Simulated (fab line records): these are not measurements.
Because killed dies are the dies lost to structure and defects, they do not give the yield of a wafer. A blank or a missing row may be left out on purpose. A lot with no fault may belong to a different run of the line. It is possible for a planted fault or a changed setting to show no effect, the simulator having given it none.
Shared-tool check / flow gf180mcu / Sample size 13 lots and 45 wafers

## REASON IT WAS OPENED
2 of 13 lots carry a flag on the reading V5_CVD_00_THK at GF_V5_THK_MEAS_01. Wafers without a fault read 300 nm, standard deviation 3.9.
Rule: a lot gets a flag if all its wafers with a number sit over 4 standard deviations from that mean, or if no wafer of it has a number. All remaining lots are regarded as sound.

lot=L474; measured=day 26 12:08; on=film_metro-02; V5_CVD_00_THK (nm), wafer by wafer=301 299 300; flag=
lot=L475; measured=day 26 18:05; on=film_metro-01; V5_CVD_00_THK (nm), wafer by wafer=304 302 298; flag=
lot=L477; measured=day 27 13:05; on=film_metro-02; V5_CVD_00_THK (nm), wafer by wafer=294 294 297; flag=
lot=L478; measured=day 27 22:42; on=film_metro-04; V5_CVD_00_THK (nm), wafer by wafer=602 598 599 602 598 599; flag=FLAGGED
lot=L479; measured=day 28 07:37; on=film_metro-01; V5_CVD_00_THK (nm), wafer by wafer=599 592 596 599 592 596; flag=FLAGGED
lot=L485; measured=day 30 06:19; on=film_metro-01; V5_CVD_00_THK (nm), wafer by wafer=303 303 301; flag=
lot=L488; measured=day 31 04:49; on=film_metro-01; V5_CVD_00_THK (nm), wafer by wafer=302 299 300; flag=
lot=L489; measured=day 31 09:23; on=film_metro-01; V5_CVD_00_THK (nm), wafer by wafer=300 302 302; flag=
lot=L490; measured=day 31 09:44; on=film_metro-04; V5_CVD_00_THK (nm), wafer by wafer=296 299 305; flag=
lot=L491; measured=day 31 18:34; on=film_metro-02; V5_CVD_00_THK (nm), wafer by wafer=295 306 295; flag=
lot=L492; measured=day 31 20:23; on=film_metro-02; V5_CVD_00_THK (nm), wafer by wafer=292 300 303; flag=
lot=L495; measured=day 32 14:29; on=film_metro-04; V5_CVD_00_THK (nm), wafer by wafer=305 303 303; flag=
lot=L496; measured=day 32 19:42; on=film_metro-04; V5_CVD_00_THK (nm), wafer by wafer=299 302 299; flag=
The mean of the flagged lots' numbers is 598 nm, +298 nm from the usual (+76 standard deviations).

## LOT BY LOT: THE TOOL USED
Before the reading, the record contains 3 process steps out of a 602-step route. Each cell gives the tool, then ch followed by the chambers the sampled wafers passed through, then the start.
lot=L474; flag=; GF_MIM_SPUTTER_07=pvd_sputter-04, day 24 16:14; GF_MIM_METAL_ETCH_19=rie_metal-02 ch 0,1, day 25 14:15; GF_V5_CVD_00=hdpcvd-02 ch 1,2, day 26 12:04
lot=L475; flag=; GF_MIM_SPUTTER_07=pvd_sputter-02, day 24 22:41; GF_MIM_METAL_ETCH_19=rie_metal-02 ch 0,1, day 25 20:14; GF_V5_CVD_00=hdpcvd-01 ch 0,1,2, day 26 18:02
lot=L477; flag=; GF_MIM_SPUTTER_07=pvd_sputter-03, day 25 18:25; GF_MIM_METAL_ETCH_19=rie_metal-03 ch 0,1, day 26 14:50; GF_V5_CVD_00=hdpcvd-02 ch 0,1,2, day 27 13:02
lot=L478; flag=FLAGGED; GF_MIM_SPUTTER_07=pvd_sputter-02, day 26 04:11; GF_MIM_METAL_ETCH_19=rie_metal-02 ch 0,1, day 27 00:59; GF_V5_CVD_00=hdpcvd-02 ch 0,1,2, day 27 22:19
lot=L479; flag=FLAGGED; GF_MIM_SPUTTER_07=pvd_sputter-02, day 26 12:53; GF_MIM_METAL_ETCH_19=rie_metal-03 ch 0,1, day 27 09:35; GF_V5_CVD_00=hdpcvd-02 ch 0,1,2, day 28 07:21
lot=L485; flag=; GF_MIM_SPUTTER_07=pvd_sputter-04, day 28 15:37; GF_MIM_METAL_ETCH_19=rie_metal-03 ch 0,1, day 29 10:48; GF_V5_CVD_00=hdpcvd-02 ch 0,2, day 30 06:15
lot=L488; flag=; GF_MIM_SPUTTER_07=pvd_sputter-02, day 29 15:12; GF_MIM_METAL_ETCH_19=rie_metal-02 ch 0,1, day 30 09:59; GF_V5_CVD_00=hdpcvd-01 ch 0,1, day 31 04:46
lot=L489; flag=; GF_MIM_SPUTTER_07=pvd_sputter-02, day 29 19:44; GF_MIM_METAL_ETCH_19=rie_metal-03 ch 0,1, day 30 13:47; GF_V5_CVD_00=hdpcvd-02 ch 1,2, day 31 09:20
lot=L490; flag=; GF_MIM_SPUTTER_07=pvd_sputter-03, day 29 20:05; GF_MIM_METAL_ETCH_19=rie_metal-01 ch 0,1, day 30 14:17; GF_V5_CVD_00=hdpcvd-01 ch 0,1, day 31 09:41
lot=L491; flag=; GF_MIM_SPUTTER_07=pvd_sputter-04, day 30 05:38; GF_MIM_METAL_ETCH_19=rie_metal-01 ch 0,1, day 30 23:41; GF_V5_CVD_00=hdpcvd-02 ch 0,1,2, day 31 18:31
lot=L492; flag=; GF_MIM_SPUTTER_07=pvd_sputter-02, day 30 07:36; GF_MIM_METAL_ETCH_19=rie_metal-02 ch 0,1, day 31 01:56; GF_V5_CVD_00=hdpcvd-01 ch 0,1,2, day 31 20:20
lot=L495; flag=; GF_MIM_SPUTTER_07=pvd_sputter-02, day 31 02:45; GF_MIM_METAL_ETCH_19=rie_metal-02 ch 0,1, day 31 20:14; GF_V5_CVD_00=hdpcvd-01 ch 1,2, day 32 14:26
lot=L496; flag=; GF_MIM_SPUTTER_07=pvd_sputter-02, day 31 08:33; GF_MIM_METAL_ETCH_19=rie_metal-02 ch 0,1, day 32 01:20; GF_V5_CVD_00=hdpcvd-02 ch 1,2, day 32 19:39
What is done by these steps:
- GF_MIM_SPUTTER_07: material TiN, target thk 60 nm, time 50 s.
- GF_MIM_METAL_ETCH_19: etches the open film in Cl2/BCl3, stops on Si3N4, target depth 324.5 nm, time 54.1 s.
- GF_V5_CVD_00: deposits SiO2, target thk 300 nm, time 50 s.
- GF_V5_THK_MEAS_01

## FLAGGED AGAINST TOTAL, ONE TOOL AT A TIME (gauges that did the reading follow at the end)
step=GF_MIM_SPUTTER_07; tool=pvd_sputter-02; lots run=8; flagged=2; share of the flagged lots=all; sound lots run after its first flagged lot=5 (L488,L489,L492,L495,L496)
step=GF_MIM_SPUTTER_07; tool=pvd_sputter-03; lots run=2; flagged=0; share of the flagged lots=none; sound lots run after its first flagged lot=-
step=GF_MIM_SPUTTER_07; tool=pvd_sputter-04; lots run=3; flagged=0; share of the flagged lots=none; sound lots run after its first flagged lot=-
step=GF_MIM_METAL_ETCH_19; tool=rie_metal-01; lots run=2; flagged=0; share of the flagged lots=none; sound lots run after its first flagged lot=-
step=GF_MIM_METAL_ETCH_19; tool=rie_metal-02; lots run=7; flagged=1; share of the flagged lots=some; sound lots run after its first flagged lot=4 (L488,L492,L495,L496)
step=GF_MIM_METAL_ETCH_19; tool=rie_metal-03; lots run=4; flagged=1; share of the flagged lots=some; sound lots run after its first flagged lot=2 (L485,L489)
step=GF_V5_CVD_00; tool=hdpcvd-01; lots run=5; flagged=0; share of the flagged lots=none; sound lots run after its first flagged lot=-
step=GF_V5_CVD_00; tool=hdpcvd-02; lots run=8; flagged=2; share of the flagged lots=all; sound lots run after its first flagged lot=4 (L485,L489,L491,L496)
step=GF_V5_THK_MEAS_01; tool=film_metro-01; lots run=5; flagged=1; share of the flagged lots=some; sound lots run after its first flagged lot=3 (L485,L488,L489)
step=GF_V5_THK_MEAS_01; tool=film_metro-02; lots run=4; flagged=0; share of the flagged lots=none; sound lots run after its first flagged lot=-
step=GF_V5_THK_MEAS_01; tool=film_metro-04; lots run=4; flagged=1; share of the flagged lots=some; sound lots run after its first flagged lot=3 (L490,L495,L496)

## WHAT THE TABLE PERMITS
Table rows that saw every flagged lot: 2, namely pvd_sputter-02 at GF_MIM_SPUTTER_07 and hdpcvd-02 at GF_V5_CVD_00.
- pvd_sputter-02 at GF_MIM_SPUTTER_07 ran 8 lots, 2 of them flagged. Sound lots followed the first flagged one (L488, L489, L492, L495, L496) on it, something a lasting fault affecting the whole tool could not allow.
- hdpcvd-02 at GF_V5_CVD_00 ran 8 lots, 2 of them flagged. Sound lots followed the first flagged one (L485, L489, L491, L496) on it, something a lasting fault affecting the whole tool could not allow.
Every row of the table either missed a flagged lot or ran a sound lot after the first.

## WHAT HAD BEEN PUT IN BY THE SIMULATOR
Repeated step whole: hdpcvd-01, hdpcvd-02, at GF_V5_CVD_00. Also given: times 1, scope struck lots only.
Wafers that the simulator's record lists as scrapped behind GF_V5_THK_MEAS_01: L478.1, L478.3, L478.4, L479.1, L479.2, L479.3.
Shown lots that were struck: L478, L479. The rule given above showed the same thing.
